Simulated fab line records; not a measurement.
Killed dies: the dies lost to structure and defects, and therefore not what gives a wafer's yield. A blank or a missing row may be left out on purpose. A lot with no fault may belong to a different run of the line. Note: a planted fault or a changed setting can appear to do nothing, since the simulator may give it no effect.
fab line records ; flow sky130
record lots=5; wafers=15; last-day=52
route steps=708 shown VIA3@588 METAL4@598 CAP2M@603 PAD_OPEN@708
lots untouched by any fault: they come from a run of this same line in which no faults occurred
start-h: hours from the record's first day to the start of the lot's first wafer shown ; wait-h: time in hours since the lot's previous step ; " as in the row above ; L1.1+2: one row covering several wafers at once ; - no value, or no start was given ; * or withheld: withheld ; < > ~ a bound
route shown NAME@n: NAME is a module with steps in the file, n the number in the route of the first one ; usual: average and standard deviation across the fault-free wafers ; same: alike in all rows ; chamber/n: place in a boat ; sites: per-site readings ; _std_site: their standard deviation ; _edge_site: the outer-site mean with the inner-site mean subtracted ; radius-mm: for every site, how far away it sits from the centre of the wafer ; mask NAME#n: copy n ; behind: tool/chamber where the wafer was last shaped ; hold: why the lot went on hold/how many hours it stayed there/how the hold came to an end ; device: which transistor (n, p or np) failed to switch ; end of line: tests of these same wafers at the route's end ; where a step has no rows: the recipe by itself ; killed: dies that structure and defects cost at the first sort, which is not the same as the wafer's yield ; map: dies across one wafer; x = killed, . = not, _ = none there
set.NAME: the setting as run; set.NAME@STEP: as run at that earlier step ; model.NAME: the simulator's own value behind a step, which no gauge read
lots at some steps of the route; a table a step, a row a wafer
services: a tool's chamber out of use, with start hour (start-h, from the record's first day; less than 0 if before it), hours out, and reason
## steps
# step SKY_VIA3_ETCH_15
# recipe target=SiO2; chemistry=C4F8/O2/Ar; target-depth-nm=507; stop-on=TiN; mask-material=KrF-thick; source-w=1500; bias-w=1200; pressure-mtorr=40; c4f8-flow-sccm=withheld; O2_flow_sccm=6; Ar_flow_sccm=300; time-s=78
# usual chamber-pressure-mTorr=40.00/0.036; oes-product-au=0.946/0.0048
lot.wafer;tool;chamber;start-h;wait-h;chamber-pressure-mTorr;oes-product-au;rf-hours-counter-h
L146.2;rie-diel-04;3;969.04;0.0;40.04;0.944;11
L146.4;rie-diel-04;2;969.04;0.0;40.04;0.942;3
L146.6;rie-diel-04;2;969.04;0.0;39.97;0.937;-
L151.4;rie-diel-04;2;990.62;0.0;39.99;0.940;4
L151.5;rie-diel-04;0;990.62;0.0;40.01;0.941;-
L151.6;rie-diel-04;1;990.62;0.0;40.05;0.939;-
L154.2;rie-diel-04;2;992.09;0.0;40.09;0.941;4
L154.3;rie-diel-04;1;992.09;0.0;39.99;0.938;12
L154.6;rie-diel-04;2;992.09;0.0;40.00;0.945;-
L153.1;rie-diel-01;2;993.57;0.0;40.00;0.948;21
L153.3;rie-diel-01;0;993.57;0.0;40.01;0.948;17
L153.5;rie-diel-01;0;993.57;0.0;39.96;0.945;-
L165.2;rie-diel-03;0;1128.52;0.0;39.97;0.948;9
L165.4;rie-diel-03;1;1128.52;0.0;39.96;0.952;22
L165.6;rie-diel-03;3;1128.52;0.0;39.99;0.950;-
# step SKY_VIA3_STRIP_16
# recipe chemistry=O2/N2; power-w=1400; pressure-mtorr=1500; platen-temp-c=withheld; o2-flow-sccm=3000; n2-flow-sccm=300; overash-fraction=0.5
# step SKY_VIA3_STRIP_17
# recipe chemistry=post-etch-residue-remover; time-s=1200; temp-c=72.5
# step SKY_VIA3_CLEAN_18
# recipe chemistry=IPA; time-s=180; temp-c=25
# step SKY_VIA3_CLEAN_19
# recipe chemistry=O3/DIW; dry=n2-spin
# step SKY_VIA3_SPUTTER_20
# recipe material=TiN; target-thk-nm=20; chamber-pressure-pa=5; power-w=4000; time-s=80
# usual throttle-valve-pct=29.7/1.3
lot.wafer;tool;chamber;start-h;wait-h;throttle-valve-pct
L146.2;pvd-sputter-01;-;969.70;0.0;28.2
L146.4;pvd-sputter-01;-;969.70;0.0;29.9
L146.6;pvd-sputter-01;-;969.70;0.0;29.2
L151.4;pvd-sputter-02;-;991.32;0.0;30.1
L151.5;pvd-sputter-02;-;991.32;0.0;30.3
L151.6;pvd-sputter-02;-;991.32;0.0;29.7
L154.2;pvd-sputter-04;-;992.82;0.0;29.2
L154.3;pvd-sputter-04;-;992.82;0.0;29.3
L154.6;pvd-sputter-04;-;992.82;0.0;29.3
L153.1;pvd-sputter-01;-;994.22;0.0;28.8
L153.3;pvd-sputter-01;-;994.22;0.0;29.2
L153.5;pvd-sputter-01;-;994.22;0.0;28.3
L165.2;pvd-sputter-01;-;1129.55;0.0;28.6
L165.4;pvd-sputter-01;-;1129.55;0.0;29.5
L165.6;pvd-sputter-01;-;1129.55;0.0;29.3
# step SKY_VIA3_CVD_21
# recipe material=W; target-thk-nm=390; time-s=117.31; temp-c=400; pressure-torr=40
# step SKY_VIA3_RS_MEAS_22
# recipe thk-meas-gauge=four-point-probe; reads=W_of_VIA3_CVD_21+TiN_of_VIA3_SPUTTER_20
# usual VIA3_W_RS=0.296/0.0031
lot.wafer;tool;chamber;start-h;wait-h;VIA3_W_RS[ohm/sq]
L146.2;film-metro-03;-;969.90;0.1;0.293
L146.4;film-metro-03;-;969.90;0.1;0.295
L146.6;film-metro-03;-;969.90;0.1;0.299
L151.4;film-metro-03;-;991.56;0.1;0.296
L151.5;film-metro-03;-;991.56;0.1;0.296
L151.6;film-metro-03;-;991.56;0.1;0.297
L154.2;film-metro-04;-;993.03;0.1;0.291
L154.3;film-metro-04;-;993.03;0.1;0.292
L154.6;film-metro-04;-;993.03;0.1;0.297
L153.1;film-metro-03;-;994.40;0.1;0.295
L153.3;film-metro-03;-;994.40;0.1;0.292
L153.5;film-metro-03;-;994.40;0.1;0.289
L165.2;film-metro-04;-;1129.82;0.2;0.288
L165.4;film-metro-04;-;1129.82;0.2;0.291
L165.6;film-metro-04;-;1129.82;0.2;0.290
# step SKY_VIA3_THK_MEAS_23
# recipe thk-meas-gauge=xrf; reads=W_of_VIA3_CVD_21
# usual VIA3_W_THK=378/5
lot.wafer;tool;chamber;start-h;wait-h;VIA3_W_THK[nm]
L146.2;film-metro-03;-;970.01;0.1;385
L146.4;film-metro-03;-;970.01;0.1;383
L146.6;film-metro-03;-;970.01;0.1;376
L151.4;film-metro-03;-;991.65;0.1;377
L151.5;film-metro-03;-;991.65;0.1;374
L151.6;film-metro-03;-;991.65;0.1;378
L154.2;film-metro-04;-;993.14;0.1;382
L154.3;film-metro-04;-;993.14;0.1;380
L154.6;film-metro-04;-;993.14;0.1;375
L153.1;film-metro-03;-;994.52;0.1;378
L153.3;film-metro-03;-;994.52;0.1;383
L153.5;film-metro-03;-;994.52;0.1;385
L165.2;film-metro-04;-;1129.93;0.1;387
L165.4;film-metro-04;-;1129.93;0.1;383
L165.6;film-metro-04;-;1129.93;0.1;386
# step SKY_VIA3_CMP_24
# recipe stop-on=SiO2; t-overpolish-s=20; down-force-psi=3.5; platen-rpm=60; target-thk-nm=0; pad-velocity-m-s=0.94248
# step SKY_METAL4_SPUTTER_00
# recipe material=Ti; target-thk-nm=15; power-w=3000; time-s=10; chamber-pressure-pa=0.4
# step SKY_METAL4_SPUTTER_01
# recipe material=TiN; target-thk-nm=20; power-w=6500; time-s=16.7; chamber-pressure-pa=0.4
# step SKY_METAL4_SPUTTER_02
# recipe material=AlCu; target-thk-nm=735; power-w=10600; time-s=39.1; chamber-pressure-pa=0.4
# usual throttle-valve-pct=29.8/1.2
lot.wafer;tool;chamber;start-h;wait-h;throttle-valve-pct;model.AlCu_of_METAL4_SPUTTER_02.thk-nm
L146.2;pvd-sputter-03;-;970.41;0.0;28.2;742.1
L146.4;pvd-sputter-03;-;970.41;0.0;30.1;742.5
L146.6;pvd-sputter-03;-;970.41;0.0;28.2;740.5
L151.4;pvd-sputter-03;-;992.03;0.0;30.2;725.8
L151.5;pvd-sputter-03;-;992.03;0.0;30.3;731.5
L151.6;pvd-sputter-03;-;992.03;0.0;30.6;737.7
L154.2;pvd-sputter-04;-;993.54;0.0;32.7;843.8
L154.3;pvd-sputter-04;-;993.54;0.0;29.5;756
L154.6;pvd-sputter-04;-;993.54;0.0;29.6;744.8
L153.1;pvd-sputter-01;-;994.93;0.0;29.7;739
L153.3;pvd-sputter-01;-;994.93;0.0;28.6;729.3
L153.5;pvd-sputter-01;-;994.93;0.0;29.2;731.3
L165.2;pvd-sputter-04;-;1130.33;0.0;29.0;730.5
L165.4;pvd-sputter-04;-;1130.33;0.0;29.3;743.8
L165.6;pvd-sputter-04;-;1130.33;0.0;32.6;744.7
# step SKY_METAL4_SPUTTER_03
# recipe material=Ti; target-thk-nm=5; power-w=3000; time-s=3.3; chamber-pressure-pa=0.4
# usual throttle-valve-pct=29.8/1.2
lot.wafer;tool;chamber;start-h;wait-h;throttle-valve-pct
L146.2;pvd-sputter-03;-;970.45;0.0;28.0
L146.4;pvd-sputter-03;-;970.45;0.0;29.9
L146.6;pvd-sputter-03;-;970.45;0.0;28.0
L151.4;pvd-sputter-03;-;992.07;0.0;30.2
L151.5;pvd-sputter-03;-;992.07;0.0;30.4
L151.6;pvd-sputter-03;-;992.07;0.0;30.3
L154.2;pvd-sputter-04;-;993.57;0.0;32.7
L154.3;pvd-sputter-04;-;993.57;0.0;29.4
L154.6;pvd-sputter-04;-;993.57;0.0;29.8
L153.1;pvd-sputter-01;-;994.97;0.0;29.5
L153.3;pvd-sputter-01;-;994.97;0.0;29.1
L153.5;pvd-sputter-01;-;994.97;0.0;29.1
L165.2;pvd-sputter-04;-;1130.37;0.0;29.3
L165.4;pvd-sputter-04;-;1130.37;0.0;29.7
L165.6;pvd-sputter-04;-;1130.37;0.0;32.9
# step SKY_METAL4_SPUTTER_04
# recipe material=TiN; target-thk-nm=70; power-w=6500; time-s=58.3; chamber-pressure-pa=0.4
# usual throttle-valve-pct=29.8/1.2
lot.wafer;tool;chamber;start-h;wait-h;throttle-valve-pct
L146.2;pvd-sputter-03;-;970.46;0.0;28.1
L146.4;pvd-sputter-03;-;970.46;0.0;30.2
L146.6;pvd-sputter-03;-;970.46;0.0;28.2
L151.4;pvd-sputter-03;-;992.09;0.0;30.3
L151.5;pvd-sputter-03;-;992.09;0.0;30.3
L151.6;pvd-sputter-03;-;992.09;0.0;30.2
L154.2;pvd-sputter-04;-;993.59;0.0;32.7
L154.3;pvd-sputter-04;-;993.59;0.0;29.5
L154.6;pvd-sputter-04;-;993.59;0.0;29.8
L153.1;pvd-sputter-01;-;994.99;0.0;29.9
L153.3;pvd-sputter-01;-;994.99;0.0;28.7
L153.5;pvd-sputter-01;-;994.99;0.0;29.2
L165.2;pvd-sputter-04;-;1130.39;0.0;29.3
L165.4;pvd-sputter-04;-;1130.39;0.0;29.5
L165.6;pvd-sputter-04;-;1130.39;0.0;32.6
# step SKY_CAP2M_CVD_00
# recipe material=SiO2; target-thk-nm=15.5; temp-c=400; time-s=withheld; rf-w=450
# step SKY_CAP2M_THK_MEAS_01
# recipe reads=SiO2_of_CAP2M_CVD_00
# usual CAP2M_CVD_00_THK=15.40/0.24
lot.wafer;tool;chamber;start-h;wait-h;CAP2M_CVD_00_THK[nm]
L146.2;film-metro-03;-;970.55;-;15.24
L146.4;film-metro-03;-;970.55;-;15.56
L146.6;film-metro-03;-;970.55;-;15.36
L151.4;film-metro-03;-;992.19;-;15.60
L151.5;film-metro-03;-;992.19;-;15.69
L151.6;film-metro-03;-;992.19;-;15.32
L154.2;film-metro-04;-;993.67;-;15.41
L154.3;film-metro-04;-;993.67;-;14.93
L154.6;film-metro-04;-;993.67;-;15.54
L153.1;film-metro-04;-;995.06;-;15.22
L153.3;film-metro-04;-;995.06;-;15.56
L153.5;film-metro-04;-;995.06;-;15.61
L165.2;film-metro-04;-;1130.47;-;15.11
L165.4;film-metro-04;-;1130.47;-;15.87
L165.6;film-metro-04;-;1130.47;-;15.51
# step SKY_CAP2M_SPUTTER_02
# recipe material=TiN; target-thk-nm=200; temp-c=300; power-w=6500; time-s=166.7; chamber-pressure-pa=0.4
# step SKY_CAP2M_RS_MEAS_03
# recipe thk-meas-gauge=four-point-probe; reads=TiN_of_CAP2M_SPUTTER_02
# usual CAP2M_TIN_RS=6.90/0.096
lot.wafer;tool;chamber;start-h;wait-h;CAP2M_TIN_RS[ohm/sq]
L146.2;film-metro-04;-;970.83;0.1;7.05
L146.4;film-metro-04;-;970.83;0.1;7.00
L146.6;film-metro-04;-;970.83;0.1;7.03
L151.4;film-metro-01;-;992.39;0.1;6.88
L151.5;film-metro-01;-;992.39;0.1;6.83
L151.6;film-metro-01;-;992.39;0.1;6.71
L154.2;film-metro-01;-;993.85;0.1;7.02
L154.3;film-metro-01;-;993.85;0.1;6.88
L154.6;film-metro-01;-;993.85;0.1;6.97
L153.1;film-metro-04;-;995.23;0.1;7.02
L153.3;film-metro-04;-;995.23;0.1;7.12
L153.5;film-metro-04;-;995.23;0.1;7.11
L165.2;film-metro-01;-;1130.65;0.1;6.95
L165.4;film-metro-01;-;1130.65;0.1;6.91
L165.6;film-metro-01;-;1130.65;0.1;6.93
# step SKY_CAP2M_THK_MEAS_04
# recipe thk-meas-gauge=xrf; reads=TiN_of_CAP2M_SPUTTER_02
# usual CAP2M_TIN_THK=198.8/2.8
lot.wafer;tool;chamber;start-h;wait-h;CAP2M_TIN_THK[nm]
L146.2;film-metro-04;-;970.94;0.1;194.1
L146.4;film-metro-04;-;970.94;0.1;195.9
L146.6;film-metro-04;-;970.94;0.1;194.6
L151.4;film-metro-01;-;992.48;0.1;199.2
L151.5;film-metro-01;-;992.48;0.1;200.2
L151.6;film-metro-01;-;992.48;0.1;203.5
L154.2;film-metro-01;-;993.96;0.1;193.8
L154.3;film-metro-01;-;993.96;0.1;198.5
L154.6;film-metro-01;-;993.96;0.1;196.7
L153.1;film-metro-04;-;995.35;0.1;195.3
L153.3;film-metro-04;-;995.35;0.1;192.6
L153.5;film-metro-04;-;995.35;0.1;193.1
L165.2;film-metro-01;-;1130.76;0.1;198.4
L165.4;film-metro-01;-;1130.76;0.1;199.6
L165.6;film-metro-01;-;1130.76;0.1;198.3
# step SKY_CAP2M_DEHYDRATE_05
# recipe temp-c=200; time-s=60
# step SKY_CAP2M_HMDS_06
# recipe prime-time-s=60; prime-temp-c=120
# step SKY_CAP2M_COAT_07
# recipe resist=NOVOLAK; spin-rpm=3000; resist-thk-nm=1140
# step SKY_CAP2M_SOFTBAKE_08
# recipe temp-c=90; time-s=60; resist=NOVOLAK
# step SKY_CAP2M_EXPOSE_09
# recipe mask-id=CAP2M; na=0.6; source-shape=conventional; sigma-outer=0.6; polarization=unpolarized; target-cd-nm=1000; dose-mj=159
# step SKY_CAP2M_PEB_10
# recipe temp-c=withheld; time-s=*; resist=NOVOLAK
# step SKY_CAP2M_DEVELOP_11
# recipe resist=NOVOLAK; developer=TMAH; develop-time-s=60; dev-temp-c=23
# step SKY_CAP2M_OVL_MEAS_12
# usual CAP2M_OVL=-1.1/1.5
lot.wafer;tool;chamber;start-h;wait-h;CAP2M_OVL[nm]
L146.2;overlay-01;-;996.35;0.1;-0.4
L146.4;overlay-01;-;996.35;0.1;0.8
L146.6;overlay-01;-;996.35;0.1;0.0
L151.4;overlay-01;-;1016.71;0.1;-2.5
L151.5;overlay-01;-;1016.71;0.1;-1.6
L151.6;overlay-01;-;1016.71;0.1;-2.4
L154.2;overlay-01;-;1017.90;0.1;1.0
L154.3;overlay-01;-;1017.90;0.1;0.1
L154.6;overlay-01;-;1017.90;0.1;1.8
L153.1;overlay-01;-;1019.10;0.1;-3.0
L153.3;overlay-01;-;1019.10;0.1;-3.4
L153.5;overlay-01;-;1019.10;0.1;-2.6
L165.2;overlay-01;-;1150.00;0.1;-0.7
L165.4;overlay-01;-;1150.00;0.1;1.4
L165.6;overlay-01;-;1150.00;0.1;-1.1
# step SKY_CAP2M_METAL_ETCH_13
# recipe target-depth-nm=220; stop-on=SiO2; chemistry=Cl2/BCl3; target=TiN; pressure-mtorr=10; icp-w=900; bias-w=48.5; Cl2_flow_sccm=60; bcl3-flow-sccm=30; time-s=62.9
# usual chamber-pressure-mTorr=10.000/0.0098; drypump-motor-current-A=5.6/0.31; oes-product-au=0.941/0.0086; throttle-valve-pct=21.900/0.01
lot.wafer;tool;chamber;start-h;wait-h;chamber-pressure-mTorr;drypump-motor-current-A;oes-product-au;rf-hours-counter-h;throttle-valve-pct
L146.2;rie-metal-02;1;996.38;0.0;9.995;5.5;0.934;19;21.908
L146.4;rie-metal-02;1;996.38;0.0;9.998;5.5;0.932;-;21.896
L146.6;rie-metal-02;1;996.38;0.0;9.987;5.5;0.932;-;21.900
L151.4;rie-metal-04;1;1016.76;0.0;9.998;5.7;0.941;-;21.892
L151.5;rie-metal-04;1;1016.76;0.0;9.994;5.8;0.950;-;21.890
L151.6;rie-metal-04;0;1016.76;0.0;10.010;5.9;0.957;-;21.892
L154.2;rie-metal-02;0;1017.96;0.0;9.991;5.9;0.935;-;21.900
L154.3;rie-metal-02;0;1017.96;0.0;10.007;5.9;0.945;-;21.895
L154.6;rie-metal-02;0;1017.96;0.0;10.006;5.9;0.935;-;21.904
L153.1;rie-metal-01;0;1019.13;0.0;10.004;5.1;0.935;7;21.890
L153.3;rie-metal-01;1;1019.13;0.0;10.013;5.2;0.925;-;21.913
L153.5;rie-metal-01;0;1019.13;0.0;10.010;5.1;0.928;-;21.903
L165.2;rie-metal-01;1;1150.03;0.0;10.003;5.2;0.939;25;21.891
L165.4;rie-metal-01;0;1150.03;0.0;10.009;5.1;0.939;-;21.893
L165.6;rie-metal-01;0;1150.03;0.0;9.995;5.1;0.938;-;21.891
# step SKY_CAP2M_STRIP_14
# recipe chemistry=O2/N2; power-w=1400; pressure-mtorr=1500; platen-temp-c=withheld; o2-flow-sccm=3000; n2-flow-sccm=300; overash-fraction=0.5
# step SKY_CAP2M_STRIP_15
# recipe chemistry=post-etch-residue-remover; time-s=1200; temp-c=72.5
# step SKY_CAP2M_CLEAN_16
# recipe chemistry=IPA; time-s=180; temp-c=25
# step SKY_CAP2M_CLEAN_17
# recipe chemistry=O3/DIW; dry=n2-spin
# step SKY_METAL4_DEHYDRATE_05
# recipe temp-c=200; time-s=60
# step SKY_METAL4_HMDS_06
# recipe prime-time-s=60; prime-temp-c=120
# step SKY_METAL4_COAT_07
# recipe resist=BARC; temp-c=withheld; time-s=withheld; spin-rpm=3000; resist-thk-nm=60
# step SKY_METAL4_COAT_08
# recipe resist=KrF-thick; spin-rpm=3000; resist-thk-nm=1140
# step SKY_METAL4_SOFTBAKE_09
# recipe temp-c=100; time-s=90; resist=KrF-thick
# step SKY_METAL4_EXPOSE_10
# recipe mask-id=MM4; na=0.68; source-shape=annular; sigma-inner=0.4; sigma-outer=0.8; target-cd-nm=300; dose-mj=28
# step SKY_METAL4_PEB_11
# recipe peb-temp-c=withheld; peb-time-s=withheld; resist=KrF-thick
# step SKY_METAL4_DEVELOP_12
# recipe develop-time-s=60; resist=KrF-thick; dev-temp-c=21
# step SKY_METAL4_CD_MEAS_13
# recipe target-cd-nm=300
# usual cd-nm=300.0/1.4
lot.wafer;tool;chamber;start-h;wait-h;cd-nm
L146.2;cd-sem-02;-;1021.79;-;300.0
L146.4;cd-sem-02;-;1021.79;-;301.6
L146.6;cd-sem-02;-;1021.79;-;302.5
L151.4;cd-sem-02;-;1042.48;-;303.0
L151.5;cd-sem-02;-;1042.48;-;303.8
L151.6;cd-sem-02;-;1042.48;-;302.3
L154.2;cd-sem-02;-;1043.19;-;300.5
L154.3;cd-sem-02;-;1043.19;-;300.4
L154.6;cd-sem-02;-;1043.19;-;301.0
L153.1;cd-sem-02;-;1044.35;-;300.8
L153.3;cd-sem-02;-;1044.35;-;301.1
L153.5;cd-sem-02;-;1044.35;-;299.6
L165.2;cd-sem-01;-;1169.12;-;298.5
L165.4;cd-sem-01;-;1169.12;-;297.2
L165.6;cd-sem-01;-;1169.12;-;298.1
# step SKY_METAL4_METAL_ETCH_18
# recipe target-depth-a=8450; stop-on=SiO2; over-etch-frac=0.3; time-s=183.1; chemistry=Cl2/BCl3; resist-sidewall-deg=88; pressure-mtorr=10; icp-w=900; bias-w=48.5; Cl2_flow_sccm=60; bcl3-flow-sccm=30
# usual chamber-pressure-mTorr=10.002/0.009; drypump-motor-current-A=5.5/0.34; oes-product-au=0.866/0.007; throttle-valve-pct=22.264/0.0088
lot.wafer;tool;chamber;start-h;wait-h;chamber-pressure-mTorr;drypump-motor-current-A;oes-product-au;rf-hours-counter-h;throttle-valve-pct
L146.2;rie-metal-04;0;1022.20;0.0;10.003;5.9;0.871;15;22.259
L146.4;rie-metal-04;1;1022.20;0.0;10.012;5.7;0.868;-;22.258
L146.6;rie-metal-04;1;1022.20;0.0;9.990;5.7;0.871;-;22.261
L151.4;rie-metal-03;1;1042.78;0.1;10.012;5.0;0.850;-;22.252
L151.5;rie-metal-03;0;1042.78;0.1;9.997;5.7;0.865;-;22.269
L151.6;rie-metal-03;1;1042.78;0.1;10.007;5.0;0.866;-;22.258
L154.2;rie-metal-03;0;1043.48;0.0;10.004;5.7;0.922;17;22.261
L154.3;rie-metal-03;0;1043.48;0.0;10.000;5.7;0.879;-;22.263
L154.6;rie-metal-03;1;1043.48;0.0;9.988;5.0;0.870;-;22.266
L153.1;rie-metal-04;1;1044.65;0.0;10.000;5.7;0.874;7;22.265
L153.3;rie-metal-04;0;1044.65;0.0;10.010;5.9;0.865;-;22.265
L153.5;rie-metal-04;1;1044.65;0.0;10.006;5.7;0.863;-;22.279
L165.2;rie-metal-02;1;1169.46;0.1;10.002;5.5;0.872;-;22.268
L165.4;rie-metal-02;1;1169.46;0.1;10.009;5.5;0.867;-;22.253
L165.6;rie-metal-02;1;1169.46;0.1;10.001;5.5;0.867;-;22.250
# step SKY_PAD_OPEN_PROBE_99
# usual defect-limited-yield=82.5/1.8; killed_at_M0_to_M3=45/6.3; killed_at_M4_up=2.8/1.6; killed-at-contacts=24/5.1; killed-at-front-end=14/4.4; killed-at-other=0.4/0.73; killed-dies=86/9; killed-open=47/7.8; killed-short=39/6.6; sort_bin_3_pad_short=0.8/0.42; sort_bin_5_function=10.3/1.4; sort_bin_6_memory=6.3/1.2; sort-n-pass=406/9; sort-yield-pct=82.5/1.8
# same gross-dies=492; killed-at-back-side=0; sort_bin_4_leakage[%]=0; sort_bin_8_speed[%]=0
lot.wafer;tool;chamber;start-h;wait-h;defect-limited-yield[%];killed_at_M0_to_M3;killed_at_M4_up;killed-at-contacts;killed-at-front-end;killed-at-other;killed-dies;killed-open;killed-short;sort_bin_3_pad_short[%];sort_bin_5_function[%];sort_bin_6_memory[%];sort-n-pass;sort-yield-pct[%];model.etest.met4.line-ohm-um;model.etest.met4.rs-ohm-sq
L151.5;prober-02;-;1138.30;0.2;82.7;43;4;21;17;0;85;50;35;0.6;10.4;6.3;407;82.7;0.1381;0.04272
L154.2;prober-02;-;1139.65;0.1;83.7;41;2;22;15;0;80;41;39;0.8;8.7;6.7;412;83.7;0.1189;0.03747
L154.3;prober-02;-;1139.70;0.2;81.3;42;5;28;17;0;92;43;49;1.4;10.6;6.7;400;81.3;0.1349;0.04146
L154.6;prober-02;-;1139.85;0.2;82.7;41;3;24;17;0;85;47;37;0.6;10.2;6.5;407;82.7;0.1426;0.04218
L153.1;prober-01;-;1139.90;0.3;83.1;30;2;26;24;1;83;44;37;0.4;9.6;6.9;409;83.1;0.1383;0.04235
L153.3;prober-01;-;1140.00;0.4;79.1;62;2;17;22;0;103;58;44;1.2;10.6;9.1;389;79.1;0.1505;0.04302
L153.5;prober-01;-;1140.10;0.4;80.9;48;1;27;17;1;94;57;36;0.8;11.2;7.1;398;80.9;0.141;0.04294
# killed by level:class
L151.5 CONTACT:geometric-particle:open=12 VIA1:geometric-particle:open=9 VIA3:geometric-particle:open=7 POLY_GATE:geometric-particle:open=7 METAL2:geometric-particle:short=7 LOCAL_INTERCONNECT:geometric-particle:short=5 METAL1:geometric-particle:short=5 POLY_GATE:geometric-particle:short=4
L154.2 FIELD_ISO:geometric-particle:short=7 CONTACT:geometric-particle:open=7 VIA2:geometric-particle:open=7 VIA3:geometric-particle:open=7 LI_CONTACT:geometric-particle:open=6 METAL3:geometric-particle:short=6 VIA1:geometric-particle:open=5 POLY_GATE:geometric-particle:short=4
L154.3 LI_CONTACT:geometric-particle:open=9 VIA1:geometric-particle:open=9 VIA2:geometric-particle:open=8 CONTACT:geometric-particle:short=7 LOCAL_INTERCONNECT:geometric-particle:short=7 VIA3:geometric-particle:open=7 POLY_GATE:geometric-particle:short=5 METAL1:geometric-particle:short=5
L154.6 VIA1:geometric-particle:open=10 LI_CONTACT:geometric-particle:open=8 FIELD_ISO:geometric-particle:short=7 VIA2:geometric-particle:open=7 METAL1:geometric-particle:short=6 CONTACT:geometric-particle:open=6 VIA3:geometric-particle:open=5 VIA1:geometric-particle:short=4
L153.1 CONTACT:geometric-particle:open=11 VIA1:geometric-particle:open=8 FIELD_ISO:geometric-particle:short=7 FIELD_ISO:geometric-particle:open=5 VIA1:geometric-particle:short=5 LI_CONTACT:geometric-particle:open=5 POLY_GATE:geometric-particle:open=4 LOCAL_INTERCONNECT:geometric-particle:short=4
L153.3 VIA1:geometric-particle:open=17 METAL1:geometric-particle:short=9 FIELD_ISO:geometric-particle:open=8 METAL2:geometric-particle:short=8 VIA3:geometric-particle:open=7 FIELD_ISO:geometric-particle:short=6 LI_CONTACT:geometric-particle:open=5 VIA2:geometric-particle:open=5
L153.5 VIA1:geometric-particle:open=14 CONTACT:geometric-particle:open=11 VIA2:geometric-particle:open=7 METAL2:geometric-particle:short=6 FIELD_ISO:geometric-particle:open=5 POLY_GATE:geometric-particle:open=5 LI_CONTACT:geometric-particle:short=5 LI_CONTACT:geometric-particle:open=5
## services
tool;chamber;start-h;hours;kind
rie-diel-04;-;956.41;1.5;repair
rie-diel-03;1;957.67;6.3;repair
pvd-sputter-02;-;980.89;4.8;repair
rie-diel-04;3;985.74;3.2;repair
pvd-sputter-01;-;990.40;2.7;repair
rie-metal-04;-;996.06;2.8;pm
rie-diel-03;2;1002.02;9.2;repair
rie-diel-01;1;1004.00;16.7;repair
rie-metal-03;0;1016.75;12.1;repair
pvd-sputter-02;-;1016.92;1.2;repair
rie-metal-02;-;1017.20;0.5;repair
pvd-sputter-03;-;1033.16;2.4;repair
pvd-sputter-04;-;1035.67;1.0;repair
rie-metal-01;-;1038.66;0.5;repair
pvd-sputter-04;-;1064.81;2.5;repair
rie-diel-01;-;1070.12;2.8;pm
rie-metal-04;-;1082.36;14.6;pm
pvd-sputter-03;-;1102.28;3.6;repair
rie-metal-02;-;1104.26;14.6;pm
rie-diel-01;2;1104.72;2.4;repair
pvd-sputter-04;-;1107.19;1.0;repair
rie-diel-04;0;1130.42;5.8;repair
rie-diel-04;1;1148.80;5.3;repair
rie-metal-03;0;1158.62;60.7;repair
## key
first-sign step=SKY_METAL4_METAL_ETCH_18; reading=oes-product-au; direction=up; sigmas=7.9; usual=0.866; struck=0.922
effect none on later readings
model-effect step=SKY_METAL4_SPUTTER_02; value=AlCu_of_METAL4_SPUTTER_02.thk-nm; without=742.4; struck=843.8
model-effect step=SKY_PAD_OPEN_PROBE_99; value=etest.met4.line-ohm-um; without=0.1354; struck=0.1189
met-at SKY_METAL4_SPUTTER_02
struck-wafers L154.2
fault kind=process-parameter-drift; tool=pvd-sputter-04; chamber=-; onset-h=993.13; steps=SKY_METAL4_SPUTTER_02; channel=time-s; offset=*; shape=step; end-h=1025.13; scope=struck-wafers-only; acts-in=*; stated=*
